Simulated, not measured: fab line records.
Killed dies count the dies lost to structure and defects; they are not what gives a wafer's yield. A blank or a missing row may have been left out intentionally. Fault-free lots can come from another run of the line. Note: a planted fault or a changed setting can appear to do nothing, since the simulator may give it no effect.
Which tool did it? || flow sky130 || 18 wafers from 6 lots sampled at 3 of the route's 708 steps

WHAT EACH GAUGE READ, for each wafer
SKY_SONOS_ONO_THK_MEAS_01.
{"lot": "L893", "measured": "day 11 20:19", "on": "film metro-04", "SONOS_ONO_OXIDATION_THK (nm)": "2.63 2.63 2.57"}
{"lot": "L896", "measured": "day 12 18:11", "on": "film metro-04", "SONOS_ONO_OXIDATION_THK (nm)": "2.68 2.63 2.67"}
{"lot": "L898", "measured": "day 13 12:16", "on": "film metro-04", "SONOS_ONO_OXIDATION_THK (nm)": "2.58 2.61 2.60"}
{"lot": "L900", "measured": "day 14 02:56", "on": "film metro-03", "SONOS_ONO_OXIDATION_THK (nm)": "4.32 4.42 4.44 4.32 4.47 4.49"}
{"lot": "L911", "measured": "day 17 17:24", "on": "film metro-04", "SONOS_ONO_OXIDATION_THK (nm)": "2.56 2.65 2.55"}
{"lot": "L913", "measured": "day 18 12:29", "on": "film metro-02", "SONOS_ONO_OXIDATION_THK (nm)": "2.58 2.58 2.59"}

TOOL THAT RAN EACH LOT (tool first, then ch and the chambers of the sampled wafers, then the start)
{"lot": "L893", "SKY_NWELL_STRIP_14": "plasma asher-01 ch 0,1, day 4 21:26", "SKY_SONOS_ONO_OXIDATION_00": "furnace-01 ch 0, day 11 18:58"}
{"lot": "L896", "SKY_NWELL_STRIP_14": "plasma asher-03 ch 1, day 5 14:10", "SKY_SONOS_ONO_OXIDATION_00": "furnace-01 ch 0, day 12 16:49"}
{"lot": "L898", "SKY_NWELL_STRIP_14": "plasma asher-04 ch 1, day 6 02:23", "SKY_SONOS_ONO_OXIDATION_00": "furnace-01 ch 0, day 13 10:55"}
{"lot": "L900", "SKY_NWELL_STRIP_14": "plasma asher-01 ch 0,1, day 6 11:23", "SKY_SONOS_ONO_OXIDATION_00": "furnace-02 ch 0, day 13 23:07 and furnace-01 ch 0, day 14 01:35"}
{"lot": "L911", "SKY_NWELL_STRIP_14": "plasma asher-04 ch 0,1, day 9 04:11", "SKY_SONOS_ONO_OXIDATION_00": "furnace-02 ch 0, day 17 16:02"}
{"lot": "L913", "SKY_NWELL_STRIP_14": "plasma asher-01 ch 0,1, day 9 15:58", "SKY_SONOS_ONO_OXIDATION_00": "furnace-02 ch 0, day 18 11:08"}
- SKY_NWELL_STRIP_14: strips in O2/N2.
- SKY_SONOS_ONO_OXIDATION_00: stabilise 600 s, purge 300 s, target thk 2.6 nm.

THE ANSWER, worked out from the rows above alone
Rule: usual is defined by the lots themselves. Put in order of their means at a reading, lots are off if they are a third of the lots or fewer, leave a main group of 4 or more, and stand apart from it by a gap of 3 or more times the standard deviation of the main group's means; of several such gaps the widest counts. Not used: any main group whose means are identical at the precision the tables above print for the reading. A lot without any number at a reading at which 4 lots or more have one is off too. Any other lot the step has rows for is counted as sound.
Off: L900, seen at SKY_SONOS_ONO_THK_MEAS_01 (SONOS_ONO_OXIDATION_THK). For the main group the mean is 2.61 nm and the standard deviation 0.028.
If a tool, at a process step before that reading, ran all the lots that are off and no sound lot after the first of them, it fits. Those tools and the gauges at SKY_SONOS_ONO_THK_MEAS_01 are tried in the same way. This does not decide it: 2 tools fit, namely furnace-01 at SKY_SONOS_ONO_OXIDATION_00 and film metro-03 at SKY_SONOS_ONO_THK_MEAS_01.

WHAT THE SIMULATOR PUT IN
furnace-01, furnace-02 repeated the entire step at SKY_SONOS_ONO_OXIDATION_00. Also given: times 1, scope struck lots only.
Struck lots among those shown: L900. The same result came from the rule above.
